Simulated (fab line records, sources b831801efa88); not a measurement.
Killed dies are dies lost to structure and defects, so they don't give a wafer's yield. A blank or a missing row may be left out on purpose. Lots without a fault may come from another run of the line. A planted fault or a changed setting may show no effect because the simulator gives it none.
Which tool did it? | flow gf180mcu | 7 lots, 21 wafers sampled, at 2 steps of a route of 602

WHAT THE GAUGES READ, wafer by wafer
GF_MVPSD_OVL_MEAS_07.
lot  | measured    | on         | MVPSD_OVL (nm)
L773 | day 5 03:24 | overlay-02 | -3.0 -4.0 -3.1
L776 | day 5 21:31 | overlay-02 | -0.9 -2.0 -0.8
L779 | day 6 21:27 | overlay-02 | -4.0 -3.6 -3.6
L783 | day 8 03:23 | overlay-01 | -1.5 -0.5 -0.3
L785 | day 8 12:01 | overlay-02 | -1.5 -0.2 -1.3
L787 | day 8 23:23 | overlay-01 | -2.0 -2.1 -1.8
L791 | day 9 17:33 | overlay-01 | 102.0 102.3 100.9 102.3 102.4 102.0

WHICH TOOL RAN EACH LOT (tool, then ch and the chambers of the sampled wafers, then the start)
lot  | GF_MVPSD_EXPOSE_04
L773 | iline_stepper-02 ch 0, day 4 20:59
L776 | iline_stepper-02 ch 0, day 5 14:04
L779 | iline_stepper-01 ch 0, day 6 13:30
L783 | iline_stepper-01 ch 0, day 7 19:52
L785 | iline_stepper-01 ch 0, day 8 04:24
L787 | iline_stepper-02 ch 0, day 8 14:40
L791 | iline_stepper-01 ch 0, day 9 09:14
- GF_MVPSD_EXPOSE_04: exposes mask MVPSD, target cd 1000 nm.

THE ANSWER, worked out from the rows above alone
Rule: what is usual is taken from the lots themselves. Put in order of their means at a reading, lots are off if they are a third of the lots or fewer, leave a main group of 4 or more, and stand apart from it by a gap of 3 or more times the standard deviation of the main group's means; of several such gaps the widest counts. A main group whose means are all the same, to the digits that the tables above print for the reading, isn't used. A lot without any number at a reading at which 4 lots or more have one is off too. The other lots that the step has rows for count as sound.
Off: L791, at GF_MVPSD_OVL_MEAS_07 (MVPSD_OVL). The main group: mean -2.0 nm, standard deviation 1.2.
A tool fits if, at a process step before that reading, it ran every lot that is off, and no sound lot after the first of them. The gauges at GF_MVPSD_OVL_MEAS_07 are tried like those tools. Can't be told from this: 2 tools fit, iline_stepper-01 at GF_MVPSD_EXPOSE_04, overlay-01 at GF_MVPSD_OVL_MEAS_07.

WHAT THE SIMULATOR HAD PUT IN
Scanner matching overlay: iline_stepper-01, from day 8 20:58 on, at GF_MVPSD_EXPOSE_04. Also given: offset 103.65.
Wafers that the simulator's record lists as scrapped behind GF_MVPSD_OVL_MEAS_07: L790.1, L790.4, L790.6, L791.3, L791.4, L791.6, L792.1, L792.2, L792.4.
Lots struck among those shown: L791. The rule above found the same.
